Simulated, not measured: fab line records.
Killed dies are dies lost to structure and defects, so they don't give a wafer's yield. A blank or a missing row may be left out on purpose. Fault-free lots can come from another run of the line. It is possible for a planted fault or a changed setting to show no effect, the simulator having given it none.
What tool caused it? -- flow gf180mcu -- 13 lots with 39 wafers sampled at 5 steps, on a route of 602 steps

== WHAT THE GAUGES SHOWED, per wafer ==
GF_MVPSD_OVL_MEAS_07.
lot,measured,on,MVPSD_OVL (nm)
L151,day 5 03:02,overlay-01,-0.3 0.9 -1.6
L152,day 5 10:44,overlay-01,-1.3 -2.6 1.2
L154,day 5 19:38,overlay-01,-2.6 -0.6 -1.8
L155,day 6 02:32,overlay-01,-1.2 -1.9 0.2
L161,day 7 11:41,overlay-01,-2.8 -1.1 0.1
L164,day 8 07:26,overlay-02,-0.7 -2.5 -2.5
L166,day 8 17:44,overlay-02,-4.0 -3.5 -2.9
L167,day 8 21:44,overlay-02,-0.8 0.2 0.3
L168,day 9 07:40,overlay-01,-1.0 -1.9 -1.3
L169,day 9 11:26,overlay-01,-1.0 -2.1 -2.2
L170,day 9 17:34,overlay-01,-0.3 -1.6 -1.8
L172,day 10 06:55,overlay-02,-3.0 -3.4 -3.1
L174,day 10 17:47,overlay-01,-1.4 -0.4 -0.4

GF_VT_IMPLANT_TW_MEAS_21.
lot,measured,on,VT_IMPLANT_2_TW
L151,day 6 08:53,film metro-02,1205 1202 1196
L152,day 6 17:11,film metro-02,1197 1204 1191
L154,day 7 01:35,film metro-04,1227 1225 1224
L155,day 7 08:23,film metro-04,1221 1226 1222
L161,day 8 20:14,film metro-02,1207 1200 1199
L164,day 9 17:19,film metro-01,1212 1216 1206
L166,day 10 05:05,film metro-02,1204 1213 1205
L167,day 10 09:04,film metro-04,1229 1232 1232
L168,day 10 19:14,film metro-04,1227 1228 1222
L169,day 11 00:13,film metro-04,1223 1219 1227
L170,day 11 04:50,film metro-01,1216 1213 1214
L172,day 11 19:53,film metro-01,1204 1205 1207
L174,day 12 06:09,film metro-02,1207 1203 1204

GF_VT_IMPLANT_OVL_MEAS_29.
lot,measured,on,VT_IMPLANT_02_OVL (nm)
L151,day 6 23:47,overlay-01,-0.1 1.6 1.0
L152,day 7 07:36,overlay-02,-1.2 -0.5 -3.6
L154,day 7 17:08,overlay-01,-1.0 -0.4 -1.9
L155,day 8 00:17,overlay-01,-1.0 -1.3 -1.6
L161,day 9 13:14,overlay-02,-2.5 0.5 0.4
L164,day 10 11:35,overlay-02,- - -
L166,day 10 23:38,overlay-01,1.2 0.6 0.0
L167,day 11 02:10,overlay-02,0.1 -1.6 0.5
L168,day 11 11:01,overlay-01,0.0 -1.1 -0.9
L169,day 11 17:59,overlay-02,-1.7 -0.2 -0.9
L170,day 12 00:02,overlay-02,-0.4 -0.6 1.3
L172,day 12 15:41,overlay-02,-0.4 -1.5 1.5
L174,day 13 02:05,overlay-02,-2.6 -0.4 -2.1

GF_VT_IMPLANT_TW_MEAS_32.
lot,measured,on,VT_IMPLANT_3_TW
L151,day 7 00:04,film metro-04,271.0 272.6 271.5
L152,day 7 07:53,film metro-02,265.3 267.0 265.8
L154,day 7 17:26,film metro-01,269.1 265.9 269.8
L155,day 8 00:34,film metro-01,265.2 266.5 266.8
L161,day 9 13:32,film metro-02,267.0 267.1 267.2
L164,day 10 11:53,film metro-04,30.2 30.3 30.4
L166,day 10 23:56,film metro-01,266.2 265.9 266.1
L167,day 11 02:28,film metro-04,272.4 271.2 272.0
L168,day 11 11:19,film metro-04,269.9 270.3 269.1
L169,day 11 18:16,film metro-01,266.0 267.4 266.6
L170,day 12 00:19,film metro-01,266.7 265.4 265.3
L172,day 12 15:59,film metro-02,266.3 267.6 267.0
L174,day 13 02:23,film metro-04,271.3 270.0 270.7

== WHICH TOOL RAN EACH LOT (tool, then ch and the chambers of the sampled wafers, then the start) ==
lot,GF_VT_IMPLANT_EXPOSE_26
L151,"iline stepper-01 ch 0, day 6 16:36"
L152,"iline stepper-01 ch 0, day 7 00:25"
L154,"iline stepper-02 ch 0, day 7 08:53"
L155,"iline stepper-01 ch 0, day 7 16:58"
L161,"iline stepper-01 ch 0, day 9 05:11"
L164,"iline stepper-02 ch 0, day 10 02:52"
L166,"iline stepper-02 ch 0, day 10 15:11"
L167,"iline stepper-02 ch 0, day 10 18:31"
L168,"iline stepper-02 ch 0, day 11 02:46"
L169,"iline stepper-02 ch 0, day 11 07:44"
L170,"iline stepper-01 ch 0, day 11 14:28"
L172,"iline stepper-02 ch 0, day 12 04:55"
L174,"iline stepper-02 ch 0, day 12 17:12"
- GF_VT_IMPLANT_EXPOSE_26: exposes mask LVPWELL HV AREA, target cd 860 nm.

== WHAT THE TOOLS THEMSELVES READ (means of the sampled wafers that have a number; where no wafer has one, the mark that the record gives instead) ==
The record holds no such reading with a usual standard deviation.

== THE ANSWER, worked out from the rows above alone ==
Rule: the usual values come from the lots themselves. Put in order of their means at a reading, lots are off if they are a third of the lots or fewer, leave a main group of 4 or more, and stand apart from it by a gap of 3 or more times the standard deviation of the main group's means; of several such gaps the widest counts. The tables above print the reading to a certain number of digits; a main group whose means all agree to those digits is not used. A lot without any number at a reading at which 4 lots or more have one is off too. Any other lot the step has rows for is counted as sound. The gauges are gone through in route order, then the tools' own readings, and for those a lot's mean is taken as printed above. At the first step where some lot is off, the reading lying furthest off is the one used; lots without a number count as furthest.
Off: L164, at GF_VT_IMPLANT_OVL_MEAS_29 (VT_IMPLANT_02_OVL). Without a number there: L164. Mean -0.6 nm and standard deviation 0.8 in the main group.
A tool fits if, at a process step before that reading, it ran every lot that is off, and no sound lot after the first of them. The gauges at GF_VT_IMPLANT_OVL_MEAS_29 aren't tried: what is off there is off at GF_VT_IMPLANT_TW_MEAS_32 too, on other tools, and a gauge's error can't cause that. Not one of the candidates tried fits.

== WHAT THE SIMULATOR HAD PUT IN ==
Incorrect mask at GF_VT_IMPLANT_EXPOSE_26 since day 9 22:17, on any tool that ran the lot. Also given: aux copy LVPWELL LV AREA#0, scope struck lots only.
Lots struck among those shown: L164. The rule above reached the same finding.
